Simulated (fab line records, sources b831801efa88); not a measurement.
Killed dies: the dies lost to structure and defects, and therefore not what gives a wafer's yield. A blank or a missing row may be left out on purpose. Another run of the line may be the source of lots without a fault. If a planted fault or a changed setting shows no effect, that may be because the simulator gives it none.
A struck lot beside a sound one ; flow sky130 ; 35 steps out of a route of 708
Sound: these wafers, L308.1, L308.3, L308.5. Struck: wafers L298.1, L298.2, L298.5. At the end, the cause is stated.
Per side, at each step with rows, come the tool, then ch with its chambers, and then its first start. Under that, the readings that differ: sound wafers ; struck wafers ; difference of the means ; sigmas: that difference in standard deviations of wafers without a fault.
alike: a reading whose means differ by less than 2 such deviations, as well as words and numbers matching on both sides. not compared: withheld readings; readings where some wafer has no value; bounds like >300 that might hide an equal value; numbers whose values overlap and for which the record gives no deviation.
Wherever a step has rows on one side only, a row that says differs or no value, or a row with sigmas, the two part there. Non-overlapping numbers with no deviation appear without sigmas and do not part them. A reading missing from all wafers of one side parts the sides only when that side holds two or more wafers.

first, 10 steps without rows for these wafers: SKY_GATE_OXIDE_COAT_05 (resist thk 1140 nm); SKY_GATE_OXIDE_SOFTBAKE_06 (time 60 s); SKY_GATE_OXIDE_EXPOSE_07 (exposes mask LVOM, target cd 600 nm); SKY_GATE_OXIDE_PEB_08; SKY_GATE_OXIDE_DEVELOP_09 (develop time 60 s); SKY_GATE_OXIDE_IMPLANT_11; SKY_GATE_OXIDE_WET_ETCH_12 (etches SiO2 in dHF, target depth 16.8 nm, time 336 s); SKY_GATE_OXIDE_STRIP_13 (strips in O2/N2); SKY_GATE_OXIDE_CLEAN_15 (cleans in SC1/SC2, time 150 s); SKY_GATE_OXIDE_OXIDATION_16 (stabilise 600 s, purge 300 s, target thk 3.57 nm).
SKY_POLY_GATE_CVD_00: deposits poly-Si, target thk 180 nm, time 720 s.
  sound on lpcvd-01 ch 0, day 20 10:34; struck on lpcvd-01 ch 0, day 16 19:01
reading;sound;struck;difference;sigmas
spike tc centre C (C);619.5 620.3 620.3;612.1 612.9 612.2;-7.6;-7
spike tc lower C (C);620.9 619.3 620.3;612.7 611.6 612.7;-7.8;-8
spike tc upper C (C);617.9 618.9 616.7;611.5 608.2 609.5;-8.1;-7
model.poly-Si_of_POLY_GATE_CVD_00.thk nm (nm);184.3 184.3 185.4;145.9 143.2 146.1;-39.6;
  alike: zone power top pct
SKY_POLY_GATE_THK_MEAS_01:
  struck on film metro-03, day 16 20:32; sound on film metro-04, day 20 11:46
reading;sound;struck;difference;sigmas
POLY_GATE_CVD_00_THK (nm);184.4 184.2 185.4;145.9 143.3 146.0;-39.6;-19
  not compared: hold
then, 8 steps without rows for these wafers: SKY_RES_PROTECT_HMDS_01 (prime time 60 s); SKY_RES_PROTECT_COAT_02 (resist thk 1140 nm); SKY_RES_PROTECT_SOFTBAKE_03 (time 60 s); SKY_RES_PROTECT_EXPOSE_04 (exposes mask RPM, target cd 1270 nm); SKY_RES_PROTECT_PEB_05; SKY_RES_PROTECT_DEVELOP_06 (develop time 60 s); SKY_POLY_GATE_IMPLANT_02; SKY_RES_PROTECT_STRIP_07 (strips in O2/N2).
SKY_RES_PROTECT_CLEAN_09: cleans in SC1/SC2, time 150 s.
  sound on wet bench-04 ch 2, day 21 18:18; struck on wet bench-02 ch 2, day 18 01:23
reading;sound;struck;difference;sigmas
model.poly-Si_of_POLY_GATE_CVD_00.thk nm (nm);183.7 183.6 184.8;145.3 142.6 145.4;-39.6;
  alike: bath guard temp C, temp c
then, 11 steps without rows for these wafers: SKY_POLY_GATE_CVD_03 (deposits Si3N4 from DCS/NH3, target thk 75 nm, time 1290 s); SKY_POLY_GATE_DEHYDRATE_05 (time 60 s); SKY_POLY_GATE_HMDS_06 (prime time 60 s); SKY_POLY_GATE_COAT_07 (resist thk 110 nm); SKY_POLY_GATE_COAT_08 (resist thk 450 nm); SKY_POLY_GATE_SOFTBAKE_09 (time 90 s); SKY_POLY_GATE_EXPOSE_10 (exposes mask P1M, target cd 150 nm); SKY_POLY_GATE_PEB_11; SKY_POLY_GATE_DEVELOP_12 (develop time 60 s); SKY_POLY_GATE_ETCH_15 (etches BARC in N2/H2, stops on SiO2, time 118.5 s, target depth 110 nm); SKY_POLY_GATE_ETCH_16 (etches Si3N4 in CH3F/O2, stops on poly-Si, time 147.5 s, target depth 75 nm).
SKY_POLY_GATE_ETCH_17: etches poly-Si in HBr/Cl2, stops on SiO2, target depth 180 nm, time 70.5 s.
  sound on rie si-02 ch 0,2,3, day 23 02:41; struck on rie si-01 ch 1,2,3, day 19 09:47
reading;sound;struck;difference;sigmas
oes product au (a.u.);0.995 0.995 0.988;0.859 0.853 0.857;-0.136;-18
model.etch.depth nm (nm);180.9 179.9 177.8;145.3 142.6 145.4;-35.1;
model.POLY_GATE.feature depth nm (nm);180.9 179.9 177.8;145.3 142.6 145.4;-35.1;
  alike: bias w, drypump motor current A, rf fwd power W, throttle valve pct
  not compared: rf hours counter h
then, 1 step without rows for these wafers: SKY_POLY_GATE_STRIP_18 (strips in O2/N2).
-- record jumps: 28 days separate the struck wafers' starts on either side; left off in module POLY_GATE, taken up again in module PAD_OPEN, whose first shown step is the route's number 708 --
SKY_PAD_OPEN_PROBE_99:
  struck on prober-02, day 47 17:05; sound on prober-02, day 50 06:26
reading;sound;struck;difference;sigmas
killed on rim;11 12 13;27 16 22;+10;+3
model.etest.res high po.line ohm um;709.1 741.3 713.4;884.5 908.5 873.6;+167.6;
model.etest.res poly.line ohm um;488 508.6 496.3;608.1 600.3 597;+104.2;
model.etest.res high po.rs ohm sq;250.5 257.2 253.6;312.9 321.3 310;+61.0;
model.etest.res poly.rs ohm sq;46.16 47.43 46.81;58.81 59.83 57.84;+12.03;
model.etest.cap li to poly.c af um2;104.1 99.78 101.2;90.52 86.47 89.53;-12.85;
  alike: killed_at_M0_to_M3, killed_at_M4_up, killed at contacts, killed at front end, killed at other, killed dies, killed open, killed short
  not compared: model.etest.tip sonos.rs ohm sq

WHERE THEY PART
First at SKY_POLY_GATE_CVD_00; last, within this record, at SKY_PAD_OPEN_PROBE_99.

WHY: whatever the simulator had introduced
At SKY_POLY_GATE_CVD_00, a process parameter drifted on lpcvd-01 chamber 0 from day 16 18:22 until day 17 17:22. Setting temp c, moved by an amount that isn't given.
